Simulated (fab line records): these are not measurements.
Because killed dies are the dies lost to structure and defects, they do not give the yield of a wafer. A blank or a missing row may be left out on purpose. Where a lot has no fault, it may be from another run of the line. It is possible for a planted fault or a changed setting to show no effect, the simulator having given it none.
fab line records -- flow sky130
record: lots: 6, wafers: 18, last-day: 50
route steps=708 shown VIA3@582 PAD_OPEN@708
lots with no fault: from the same line, run without faults
start-h: the number of hours between the record's first day and the start of the first shown wafer of the lot -- wait-h: hours elapsed since this lot's preceding step -- " as in the row above -- L1.1+2: a single row standing in for several wafers -- - no value, or no start was given -- * or withheld: withheld -- < > ~ a bound
route shown NAME@n: a module of which the file shows steps, and the number in the route of the first -- usual: the fault-free wafers' mean and standard deviation -- same: alike in all rows -- chamber/n: place in a boat -- sites: each site's reading -- _std_site: standard deviation of those values -- _edge_site: inner sites' mean taken away from outer sites' mean -- radius-mm: for every site, how far away it sits from the centre of the wafer -- mask NAME#n: copy n -- behind: the most recent tool/chamber to have shaped the wafer -- hold: what put the lot on hold/how long, in hours/how the hold closed -- device: names the non-switching transistor (n, p or np) -- end of line: at the end of the route, the tests of the same wafers -- step lacking rows: just its recipe -- killed: not the wafer's yield, but the dies lost to structure and defects at the first sort -- map: dies across one wafer; x = killed, . = not, _ = none there
set.NAME: setting as actually run; set.NAME@STEP: the setting as run at that earlier step -- model.NAME: the simulator's own value behind a step, which no gauge read
a table for each step, a row for each wafer; lots at some steps of the route
services: a tool's chamber out of use, with start hour (start-h, from the record's first day; less than 0 if before it), hours out, and reason
== steps ==
step: SKY_VIA3_EXPOSE_09
recipe: mask-id: VIM3, na: 0.8, source-shape: annular, sigma-inner: 0.55, sigma-outer: 0.85, target-cd-nm: 200, dose-mj: 38
step: SKY_VIA3_PEB_10
recipe: peb-temp-c: withheld, peb-time-s: withheld, resist: KrF-thick
step: SKY_VIA3_DEVELOP_11
recipe: develop-time-s: 60, resist: KrF-thick, dev-temp-c: 21
step: SKY_VIA3_CD_MEAS_12
recipe: target-cd-nm: 200
usual: cd-nm: 200.0/1.4
lot.wafer,tool,chamber,start-h,wait-h,cd-nm
L731.1,cd-sem-01,-,938.64,-,201.7
L731.2,cd-sem-01,-,938.64,-,201.2
L731.3,cd-sem-01,-,938.64,-,201.5
L733.2,cd-sem-01,-,955.77,-,198.6
L733.5,cd-sem-01,-,955.77,-,198.9
L733.6,cd-sem-01,-,955.77,-,199.7
L739.2,cd-sem-02,-,1006.05,-,198.4
L739.3,cd-sem-02,-,1006.05,-,198.0
L739.5,cd-sem-02,-,1006.05,-,198.6
L741.2,cd-sem-01,-,1007.36,-,201.0
L741.3,cd-sem-01,-,1007.36,-,200.5
L741.6,cd-sem-01,-,1007.36,-,199.5
L748.2,cd-sem-02,-,1064.08,-,197.1
L748.3,cd-sem-02,-,1064.08,-,198.1
L748.4,cd-sem-02,-,1064.08,-,197.9
L751.2,cd-sem-02,-,1084.91,-,201.1
L751.4,cd-sem-02,-,1084.91,-,200.5
L751.5,cd-sem-02,-,1084.91,-,201.4
step: SKY_VIA3_OVL_MEAS_13
usual: VIA3_OVL: -1/5.5
lot.wafer,tool,chamber,start-h,wait-h,VIA3_OVL[nm]
L731.1,overlay-01,-,938.76,0.1,4
L731.2,overlay-01,-,938.76,0.1,4
L731.3,overlay-01,-,938.76,0.1,10
L733.2,overlay-02,-,955.88,0.1,-3
L733.5,overlay-02,-,955.88,0.1,-9
L733.6,overlay-02,-,955.88,0.1,-3
L739.2,overlay-01,-,1006.16,0.1,4
L739.3,overlay-01,-,1006.16,0.1,3
L739.5,overlay-01,-,1006.16,0.1,13
L741.2,overlay-01,-,1007.47,0.1,-3
L741.3,overlay-01,-,1007.47,0.1,5
L741.6,overlay-01,-,1007.47,0.1,0
L748.2,overlay-02,-,1064.18,0.1,-8
L748.3,overlay-02,-,1064.18,0.1,-2
L748.4,overlay-02,-,1064.18,0.1,-1
L751.2,overlay-02,-,1085.02,0.1,-6
L751.4,overlay-02,-,1085.02,0.1,-7
L751.5,overlay-02,-,1085.02,0.1,3
step: SKY_VIA3_ETCH_14
recipe: chemistry: N2/H2, target: BARC, ion-energy-ev: 200, source-w: 500, bias-w: 100, pressure-mtorr: 30, n2-flow-sccm: 100, h2-flow-sccm: 200, stop-on: SiO2, time-s: 45.9, target-depth-a: 600
usual: chamber-pressure-mTorr: 29.999/0.028, drypump-motor-current-A: 5.6/0.44, h2-flow-sccm: 200.1/0.61, oes-product-au: 0.854/0.005, throttle-valve-pct: 13.225/0.009
lot.wafer,tool,chamber,start-h,wait-h,chamber-pressure-mTorr,drypump-motor-current-A,h2-flow-sccm,oes-product-au,rf-hours-counter-h,throttle-valve-pct
L731.1,rie-diel-04,2,938.80,0.0,29.997,5.8,200.0,0.855,7,13.231
L731.2,rie-diel-04,1,938.80,0.0,30.016,4.8,201.1,0.857,17,13.230
L731.3,rie-diel-04,0,938.80,0.0,29.956,5.9,200.4,0.855,16,13.222
L733.2,rie-diel-04,3,955.91,0.0,30.003,6.2,200.1,0.851,19,13.250
L733.5,rie-diel-04,2,955.91,0.0,30.004,5.8,198.9,0.844,-,13.221
L733.6,rie-diel-04,3,955.91,0.0,30.010,6.2,200.0,0.849,-,13.237
L739.2,rie-diel-02,2,1006.19,0.0,29.956,5.3,199.5,0.862,26,13.226
L739.3,rie-diel-02,0,1006.19,0.0,30.002,5.1,200.1,0.847,8,13.224
L739.5,rie-diel-02,0,1006.19,0.0,29.991,5.1,200.7,0.856,-,13.223
L741.2,rie-diel-04,2,1007.50,0.0,30.020,5.8,200.3,0.853,9,13.235
L741.3,rie-diel-04,3,1007.50,0.0,29.989,6.3,199.9,0.847,21,13.216
L741.6,rie-diel-04,0,1007.50,0.0,30.003,5.9,200.4,0.864,-,13.227
L748.2,rie-diel-04,3,1064.21,0.0,29.987,6.2,199.5,0.847,23,13.224
L748.3,rie-diel-04,2,1064.21,0.0,30.017,5.8,200.1,0.850,11,13.223
L748.4,rie-diel-04,1,1064.21,0.0,30.022,4.8,200.0,0.849,22,13.222
L751.2,rie-diel-01,3,1085.05,0.0,30.052,5.9,199.9,0.858,23,13.226
L751.4,rie-diel-01,0,1085.05,0.0,30.060,5.8,200.6,0.854,15,13.233
L751.5,rie-diel-01,3,1085.05,0.0,30.044,5.9,200.4,0.858,-,13.220
step: SKY_VIA3_ETCH_15
recipe: target: SiO2, chemistry: C4F8/O2/Ar, target-depth-nm: 507, stop-on: TiN, mask-material: KrF-thick, source-w: 1500, bias-w: 1200, pressure-mtorr: 40, c4f8-flow-sccm: withheld, O2_flow_sccm: 6, Ar_flow_sccm: 300, time-s: 78
usual: chamber-pressure-mTorr: 40.00/0.035, oes-product-au: 0.946/0.0048
lot.wafer,tool,chamber,start-h,wait-h,chamber-pressure-mTorr,oes-product-au,rf-hours-counter-h
L731.1,rie-diel-04,2,938.84,0.0,40.02,0.951,7
L731.2,rie-diel-04,1,938.84,0.0,39.97,0.947,17
L731.3,rie-diel-04,0,938.84,0.0,39.97,0.942,16
L733.2,rie-diel-04,3,955.95,0.0,39.95,0.950,19
L733.5,rie-diel-04,2,955.95,0.0,40.03,0.940,-
L733.6,rie-diel-04,3,955.95,0.0,39.97,0.941,-
L739.2,rie-diel-02,2,1006.23,0.0,40.06,0.954,26
L739.3,rie-diel-02,0,1006.23,0.0,39.94,0.952,8
L739.5,rie-diel-02,0,1006.23,0.0,40.05,0.953,-
L741.2,rie-diel-04,2,1007.54,0.0,40.00,0.945,9
L741.3,rie-diel-04,3,1007.54,0.0,39.96,0.945,21
L741.6,rie-diel-04,0,1007.54,0.0,40.01,0.948,-
L748.2,rie-diel-04,3,1064.25,0.0,39.97,0.953,23
L748.3,rie-diel-04,2,1064.25,0.0,40.00,0.941,11
L748.4,rie-diel-04,1,1064.25,0.0,40.05,0.943,22
L751.2,rie-diel-01,3,1085.09,0.0,40.05,0.944,23
L751.4,rie-diel-01,0,1085.09,0.0,39.99,0.937,15
L751.5,rie-diel-01,3,1085.09,0.0,40.03,0.944,-
step: SKY_VIA3_STRIP_16
recipe: chemistry: O2/N2, power-w: 1400, pressure-mtorr: 1500, platen-temp-c: withheld, o2-flow-sccm: 3000, n2-flow-sccm: 300, overash-fraction: 0.5
usual: chamber-pressure-mTorr: 1499.9/1.4, drypump-motor-current-A: 5.92/0.27, oes-product-au: 0.402/0.0046, strip-time-to-endpoint-s: 4.125/0.025
lot.wafer,tool,chamber,start-h,wait-h,chamber-pressure-mTorr,drypump-motor-current-A,oes-product-au,rf-hours-counter-h,strip-time-to-endpoint-s
L731.1,plasma-asher-01,0,938.90,0.0,1500.7,5.59,0.403,107,4.154
L731.2,plasma-asher-01,1,938.90,0.0,1498.0,5.86,0.395,107,4.104
L731.3,plasma-asher-01,1,938.90,0.0,1500.1,5.89,0.404,-,4.132
L733.2,plasma-asher-02,1,956.01,0.0,1498.5,6.29,0.402,20,4.128
L733.5,plasma-asher-02,0,956.01,0.0,1500.8,5.85,0.406,-,4.136
L733.6,plasma-asher-02,1,956.01,0.0,1502.1,6.25,0.403,-,4.103
L739.2,plasma-asher-02,1,1006.29,0.0,1501.3,6.29,0.406,25,4.137
L739.3,plasma-asher-02,1,1006.29,0.0,1497.0,6.29,0.404,-,4.155
L739.5,plasma-asher-02,1,1006.29,0.0,1498.5,6.29,0.400,-,4.160
L741.2,plasma-asher-03,0,1007.60,0.0,1500.2,6.14,0.394,58,4.169
L741.3,plasma-asher-03,1,1007.60,0.0,1502.2,5.44,0.401,-,4.141
L741.6,plasma-asher-03,0,1007.60,0.0,1500.7,6.12,0.397,-,4.108
L748.2,plasma-asher-01,0,1064.31,0.0,1500.4,5.60,0.401,0,4.132
L748.3,plasma-asher-01,1,1064.31,0.0,1498.3,5.84,0.404,-,4.160
L748.4,plasma-asher-01,0,1064.31,0.0,1500.5,5.58,0.405,-,4.116
L751.2,plasma-asher-01,1,1085.15,0.0,1499.3,5.87,0.402,2,4.125
L751.4,plasma-asher-01,1,1085.15,0.0,1497.5,5.86,0.405,-,4.127
L751.5,plasma-asher-01,1,1085.15,0.0,1501.1,5.85,0.393,-,4.113
step: SKY_VIA3_STRIP_17
recipe: chemistry: post-etch-residue-remover, time-s: 1200, temp-c: 72.5
step: SKY_VIA3_CLEAN_18
recipe: chemistry: IPA, time-s: 180, temp-c: 25
step: SKY_VIA3_CLEAN_19
recipe: chemistry: O3/DIW, dry: n2-spin
step: SKY_VIA3_SPUTTER_20
recipe: material: TiN, target-thk-nm: 20, chamber-pressure-pa: 5, power-w: 4000, time-s: 80
usual: throttle-valve-pct: 29.9/0.88
lot.wafer,tool,chamber,start-h,wait-h,throttle-valve-pct
L731.1,pvd-sputter-02,-,939.50,0.0,30.2
L731.2,pvd-sputter-02,-,939.50,0.0,31.6
L731.3,pvd-sputter-02,-,939.50,0.0,28.2
L733.2,pvd-sputter-03,-,956.61,0.0,30.1
L733.5,pvd-sputter-03,-,956.61,0.0,29.8
L733.6,pvd-sputter-03,-,956.61,0.0,30.9
L739.2,pvd-sputter-04,-,1006.89,0.0,29.0
L739.3,pvd-sputter-04,-,1006.89,0.0,30.7
L739.5,pvd-sputter-04,-,1006.89,0.0,30.7
L741.2,pvd-sputter-03,-,1008.24,0.0,30.4
L741.3,pvd-sputter-03,-,1008.24,0.0,28.7
L741.6,pvd-sputter-03,-,1008.24,0.0,28.6
L748.2,pvd-sputter-04,-,1064.95,0.0,29.7
L748.3,pvd-sputter-04,-,1064.95,0.0,30.1
L748.4,pvd-sputter-04,-,1064.95,0.0,30.0
L751.2,pvd-sputter-02,-,1085.75,0.0,30.3
L751.4,pvd-sputter-02,-,1085.75,0.0,28.3
L751.5,pvd-sputter-02,-,1085.75,0.0,30.3
step: SKY_VIA3_CVD_21
recipe: material: W, target-thk-nm: 390, time-s: 117.31, temp-c: 400, pressure-torr: 40
usual: chamber-pressure-Torr: 39.99/0.088, heater-power-outer-w: 476/35, heater-power-w: 766/44
lot.wafer,tool,chamber,start-h,wait-h,chamber-pressure-Torr,heater-power-outer-w,heater-power-w
L731.1,cvd-w-02,1,939.56,0.0,40.06,522,781
L731.2,cvd-w-02,0,939.56,0.0,39.90,512,792
L731.3,cvd-w-02,0,939.56,0.0,39.92,502,794
L733.2,cvd-w-01,0,956.67,0.0,39.99,417,699
L733.5,cvd-w-01,0,956.67,0.0,40.00,420,710
L733.6,cvd-w-01,1,956.67,0.0,40.15,475,742
L739.2,cvd-w-01,0,1006.95,0.0,-,-,-
L739.3,cvd-w-01,1,1006.95,0.0,-,-,-
L739.5,cvd-w-01,1,1006.95,0.0,-,-,-
L741.2,cvd-w-01,1,1008.30,0.0,-,-,-
L741.3,cvd-w-01,1,1008.30,0.0,-,-,-
L741.6,cvd-w-01,0,1008.30,0.0,-,-,-
L748.2,cvd-w-01,1,1065.01,0.0,40.04,464,745
L748.3,cvd-w-01,1,1065.01,0.0,40.07,462,781
L748.4,cvd-w-01,0,1065.01,0.0,40.12,423,695
L751.2,cvd-w-01,0,1085.85,0.1,39.89,424,715
L751.4,cvd-w-01,0,1085.85,0.1,39.96,427,716
L751.5,cvd-w-01,0,1085.85,0.1,39.94,429,703
step: SKY_VIA3_RS_MEAS_22
recipe: thk-meas-gauge: four-point-probe, reads: W_of_VIA3_CVD_21+TiN_of_VIA3_SPUTTER_20
usual: VIA3_W_RS: 0.2936/0.0029
lot.wafer,tool,chamber,start-h,wait-h,hold,VIA3_W_RS[ohm/sq]
L731.1,film-metro-02,-,939.68,0.1,-,0.2941
L731.2,film-metro-02,-,939.68,0.1,-,0.2934
L731.3,film-metro-02,-,939.68,0.1,-,0.2930
L733.2,film-metro-02,-,956.81,0.1,-,0.2932
L733.5,film-metro-02,-,956.81,0.1,-,0.2936
L733.6,film-metro-02,-,956.81,0.1,-,0.2946
L739.2,film-metro-02,-,1007.09,0.1,await-dispo/0.2h/release,58.030
L739.3,film-metro-02,-,1007.09,0.1,await-dispo/0.2h/release,57.823
L739.5,film-metro-02,-,1007.09,0.1,await-dispo/0.2h/release,58.339
L739.2,film-metro-02,-,1007.38,0.3,-,57.987
L739.3,film-metro-02,-,1007.38,0.3,-,57.821
L739.5,film-metro-02,-,1007.38,0.3,-,58.308
L741.2,film-metro-04,-,1008.44,0.1,await-dispo/0.2h/release,57.510
L741.3,film-metro-04,-,1008.44,0.1,await-dispo/0.2h/release,55.896
L741.6,film-metro-04,-,1008.44,0.1,await-dispo/0.2h/release,56.482
L741.2,film-metro-04,-,1008.77,0.3,-,57.390
L741.3,film-metro-04,-,1008.77,0.3,-,56.027
L741.6,film-metro-04,-,1008.77,0.3,-,56.405
L748.2,film-metro-02,-,1065.15,0.1,-,0.2907
L748.3,film-metro-02,-,1065.15,0.1,-,0.2956
L748.4,film-metro-02,-,1065.15,0.1,-,0.2973
L751.2,film-metro-03,-,1086.08,0.2,-,0.2934
L751.4,film-metro-03,-,1086.08,0.2,-,0.2932
L751.5,film-metro-03,-,1086.08,0.2,-,0.2942
step: SKY_PAD_OPEN_PROBE_99
usual: defect-limited-yield: 82.8/2, killed_at_M0_to_M3: 43/6.4, killed_at_M4_up: 3.1/2, killed-at-contacts: 24/5.2, killed-at-front-end: 15/4.3, killed-at-other: 0.2/0.48, killed-dies: 85/9.7, killed-open: 47/6.9, killed-short: 38/6.7, sort_bin_3_pad_short: 0.9/0.48, sort_bin_5_function: 10.3/1.6, sort_bin_6_memory: 6.1/0.97, sort-n-pass: 407/9.7, sort-yield-pct: 82.8/2
same: gross-dies: 492, killed-at-back-side: 0, sort_bin_4_leakage[%]: 0, sort_bin_8_speed[%]: 0
lot.wafer,tool,chamber,start-h,wait-h,defect-limited-yield[%],killed_at_M0_to_M3,killed_at_M4_up,killed-at-contacts,killed-at-front-end,killed-at-other,killed-dies,killed-open,killed-short,sort_bin_3_pad_short[%],sort_bin_5_function[%],sort_bin_6_memory[%],sort-n-pass,sort-yield-pct[%]
L748.2,prober-02,-,1188.01,0.1,83.7,42,1,21,16,0,80,46,34,0.2,10.0,6.1,412,83.7
L748.3,prober-02,-,1188.06,0.2,81.3,52,2,25,13,0,92,38,54,1.4,10.6,6.7,400,81.3
L748.4,prober-02,-,1188.11,0.2,85.4,42,0,16,13,1,72,34,38,0.6,8.1,5.9,420,85.4
killed by level:class
L748.2 VIA1:geometric-particle:open=14 CONTACT:geometric-particle:short=8 CONTACT:geometric-particle:open=7 FIELD_ISO:geometric-particle:short=5 METAL2:geometric-particle:short=5 VIA3:geometric-particle:open=5 POLY_GATE:geometric-particle:open=4 VIA2:geometric-particle:open=4
L748.3 VIA1:geometric-particle:open=10 CONTACT:geometric-particle:short=9 VIA1:geometric-particle:short=8 CONTACT:geometric-particle:open=7 LOCAL_INTERCONNECT:geometric-particle:short=6 VIA3:geometric-particle:open=6 METAL3:geometric-particle:short=6 VIA2:geometric-particle:open=5
L748.4 VIA1:geometric-particle:short=11 VIA1:geometric-particle:open=10 CONTACT:geometric-particle:open=7 FIELD_ISO:geometric-particle:short=5 POLY_GATE:geometric-particle:short=5 VIA2:geometric-particle:open=5 LI_CONTACT:geometric-particle:open=4 METAL2:geometric-particle:short=4
== services ==
tool,chamber,start-h,hours,kind
cvd-w-02,0,927.33,9.6,repair
rie-diel-04,3,934.55,16.0,repair
pvd-sputter-02,-,937.49,1.6,repair
rie-diel-04,0,947.99,9.5,repair
rie-diel-01,3,961.16,3.8,repair
cvd-w-01,1,971.38,4.8,repair
rie-diel-02,3,971.84,2.5,repair
rie-diel-04,3,989.03,6.4,repair
rie-diel-02,-,995.02,1.0,repair
pvd-sputter-03,-,997.27,1.2,repair
rie-diel-01,-,1014.01,15.6,pm
rie-diel-04,-,1024.61,2.8,pm
rie-diel-02,3,1036.68,1.8,repair
pvd-sputter-02,-,1043.53,17.0,repair
rie-diel-04,-,1044.61,1.1,repair
plasma-asher-01,-,1055.25,9.0,pm
cvd-w-01,-,1056.48,1.3,repair
cvd-w-01,-,1069.77,2.8,pm
pvd-sputter-04,-,1072.02,5.4,repair
cvd-w-02,-,1073.59,2.8,pm
pvd-sputter-02,-,1080.21,1.8,repair
cvd-w-01,0,1081.79,3.5,repair
cvd-w-01,1,1084.95,4.8,repair
plasma-asher-03,-,1085.22,2.8,pm
== key ==
first-sign: step: SKY_VIA3_CVD_21, reading: tool-record, direction: missing
effect: step: SKY_VIA3_RS_MEAS_22, reading: visit, direction: added
effect: step: SKY_VIA3_RS_MEAS_22, reading: VIA3_W_RS, direction: up, sigmas: 99+, usual: 0.2936, struck: 57.347
met-at SKY_VIA3_CVD_21
struck-wafers L739.2,L739.3,L739.5,L741.2,L741.3,L741.6
scrapped-behind SKY_VIA3_RS_MEAS_22 L739.2,L739.3,L739.5,L741.2,L741.3,L741.6
onset-between 956.67 1006.95
fault: kind: skipped-step-whole, tool: cvd-w-01, chamber: -, onset-h: 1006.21, steps: SKY_VIA3_CVD_21, scope: struck-lots-only
